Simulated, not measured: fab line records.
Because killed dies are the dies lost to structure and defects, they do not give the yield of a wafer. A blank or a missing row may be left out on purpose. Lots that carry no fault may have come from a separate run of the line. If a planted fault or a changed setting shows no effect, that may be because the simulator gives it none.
Matching of chambers ; flow sky130 ; 4 sister chambers for SKY_VIA2_CMP_02 on cmp-01
The step polishes SiO2. 4 wafers are shown with their chamber, then 12 later ones without.

## WAFERS, EACH WITH ITS CHAMBER
wafer;chamber;motorCurrentA (A)
L088.2;3;13.9
L089.1;1;10.0
L089.3;0;12.7
L089.6;2;12.0

## WAFERS WITH NO CHAMBER GIVEN
wafer;motorCurrentA (A)
L090.1;14.4
L090.3;12.2
L090.6;12.5
L093.2;12.3
L093.4;11.8
L093.5;9.8
L094.4;14.6
L094.5;14.6
L094.6;12.2
L096.1;14.4
L096.2;10.1
L096.4;12.6

## WHICH CHAMBER EACH ONE RAN IN
wafer;from the rows above;in truth
L090.1;3;3
L090.3;can't be placed: 2 or 0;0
L090.6;can't be placed: 0 or 2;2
L093.2;can't be placed: 2 or 0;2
L093.4;can't be placed: 2 or 0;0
L093.5;1;1
L094.4;3;3
L094.5;3;3
L094.6;can't be placed: 2 or 0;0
L096.1;3;3
L096.2;1;1
L096.4;can't be placed: 0 or 2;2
Placed correctly: 6 of 12. Cannot be placed on the basis of these rows: 6; the candidates contain the true chamber in 6. 0 placed wrongly.
How it was worked out, from the rows above alone: a wafer's distance from a chamber is the root of the sum, over the readings, of the square of ((its reading less the chamber's mean) divided by the reading's scatter). If the next closest chamber is less than 2 further off than the closest, the wafer can't be placed; otherwise it belongs to the closest. The mean given for a chamber averages the wafers shown for that chamber. The scatter (one wafer shown for each chamber): square how far every hidden wafer sits from the nearest shown wafer, average those squares and take the square root.
